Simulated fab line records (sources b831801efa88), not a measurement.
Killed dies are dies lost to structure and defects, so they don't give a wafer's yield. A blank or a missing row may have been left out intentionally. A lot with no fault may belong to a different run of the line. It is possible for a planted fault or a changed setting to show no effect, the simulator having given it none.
Struck lot and sound lot, side by side + flow sfqLine + 19 out of 325 route steps
Sound: wafers L256.2, L256.3, L256.4. The struck wafers were L259.2, L259.5, L259.6. Last of all comes the cause.
For every step that has rows: the tool of each side, followed by ch and its chambers, followed by its first start. Under that, the readings that differ: sound wafers + struck wafers + difference of the means + sigmas: that difference in standard deviations of wafers without a fault.
alike: a reading whose means differ by less than 2 such deviations, as well as words and numbers matching on both sides. not compared: withheld readings; readings where some wafer has no value; bounds like >300 that might hide an equal value; numbers whose values overlap and for which the record gives no deviation.
Wherever a step has rows on one side only, a row that says differs or no value, or a row with sigmas, the two part there. Numbers that have no deviation but don't overlap get no sigmas and don't part them. Lack of a reading on every wafer of one side parts them only where that side has two or more wafers.

first, 4 steps without rows for these wafers: SFQ_TRILAYER_I5_LITHO_SOFTBAKE_148; SFQ_TRILAYER_I5_LITHO_EXPOSE_145 (exposes mask I5, target cd 700 nm); SFQ_TRILAYER_I5_LITHO_PEB_147 (peb time 60 s); SFQ_TRILAYER_I5_LITHO_DEVELOP_146 (time 60 s).
SFQ_I5_OVL_MEAS_936:
  sound on overlay-02 at day 67 12:44; struck on overlay-01 at day 68 18:50
  alike: I5_OVL
SFQ_TRILAYER_I5_BARC_OPEN_VIA_ETCH_200: etches BARC in O2, target depth 125 nm, time 41.7 s.
  sound on rieDiel-01 ch 0,1,2, day 67 12:46; struck on rieDiel-02 ch 0,3, day 68 18:52
  alike: drypumpMotorCurrentA, oesProductAu
  not compared: rfHoursCounterH
SFQ_TRILAYER_I5_ETCH_VIA_ETCH_147: etches the open film in CHF3, stops on Nb, target depth 360 nm.
  sound on rieDiel-01 ch 0,1,2, day 67 12:49; struck on rieDiel-02 ch 0,3, day 68 18:55
  alike: drypumpMotorCurrentA, oesProductAu
SFQ_TRILAYER_I5_STRIP_STRIP_148: strips in O2.
  sound on rieMetal-01 ch 0,1, day 67 12:58; struck on rieMetal-03 ch 0,1, day 68 19:04
  alike: drypumpMotorCurrentA, oesProductAu
  not compared: rfHoursCounterH
then, 4 steps without rows for these wafers: SFQ_TRILAYER_I5_STRIP_SOLV_CLEAN_149 (cleans in NMP, time 600 s); SFQ_TRILAYER_C5_LITHO_COAT_156 (resist thk 62 nm); SFQ_TRILAYER_C5_LITHO_COAT_151 (resist thk 650 nm); SFQ_TRILAYER_C5_LITHO_SOFTBAKE_155.
SFQ_TRILAYER_C5_LITHO_EXPOSE_152: exposes mask C5, target cd 500 nm.
  sound on krfScanner-01 ch 0, day 67 14:41; struck on krfScanner-01 ch 0, day 68 20:47
| reading           | sound                | struck               | difference | sigmas |
|-------------------|----------------------|----------------------|------------|--------|
| exposureDoseMJCm2 | 21.288 21.331 21.326 | 22.315 22.327 22.314 | +1.004     | +44    |
  alike: mask
then, 2 steps without rows for these wafers: SFQ_TRILAYER_C5_LITHO_PEB_154 (peb time 60 s); SFQ_TRILAYER_C5_LITHO_DEVELOP_153 (time 60 s).
SFQ_C5_OVL_MEAS_937:
  sound on overlay-02 at day 67 15:59; struck on overlay-02 at day 68 22:05
  alike: C5_OVL
SFQ_TRILAYER_C5_BARC_OPEN_VIA_ETCH_210: etches BARC in O2, target depth 125 nm, time 41.7 s.
  sound on rieDiel-01 ch 0,2,3, day 67 16:01; struck on rieDiel-04 ch 2,3, day 68 22:07
| reading            | sound             | struck        | difference | sigmas |
|--------------------|-------------------|---------------|------------|--------|
| model.C5.cdNm (nm) | 499.8 500.4 499.4 | 507.2 508 507 | +7.5       |        |
  alike: drypumpMotorCurrentA, oesProductAu
  not compared: rfHoursCounterH
SFQ_TRILAYER_C5_ETCH_VIA_ETCH_154: etches SiO2 in CHF3, stops on Nb, target depth 84 nm.
  sound on rieDiel-01 ch 0,2,3, day 67 16:04; struck on rieDiel-04 ch 2,3, day 68 22:10
| reading            | sound           | struck            | difference | sigmas |
|--------------------|-----------------|-------------------|------------|--------|
| model.C5.cdNm (nm) | 500 500.9 499.7 | 506.4 507.6 506.1 | +6.5       |        |
  alike: drypumpMotorCurrentA, oesProductAu
SFQ_TRILAYER_C5_STRIP_STRIP_155: strips in O2.
  sound on rieMetal-01 ch 0,1, day 67 16:07; struck on rieMetal-01 ch 0,1, day 68 22:13
  alike: drypumpMotorCurrentA, oesProductAu
  not compared: rfHoursCounterH

## WHERE THEY PART
Only at SFQ_TRILAYER_C5_LITHO_EXPOSE_152, within this record. Later steps at which nothing parts them and some readings are alike: SFQ_C5_OVL_MEAS_937, SFQ_TRILAYER_C5_BARC_OPEN_VIA_ETCH_210, SFQ_TRILAYER_C5_ETCH_VIA_ETCH_154, SFQ_TRILAYER_C5_STRIP_STRIP_155.

WHY: what the simulator had put in
Drift in process parameters on krfScanner-01 at SFQ_TRILAYER_C5_LITHO_EXPOSE_152, starting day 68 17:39. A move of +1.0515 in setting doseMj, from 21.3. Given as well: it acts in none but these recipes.
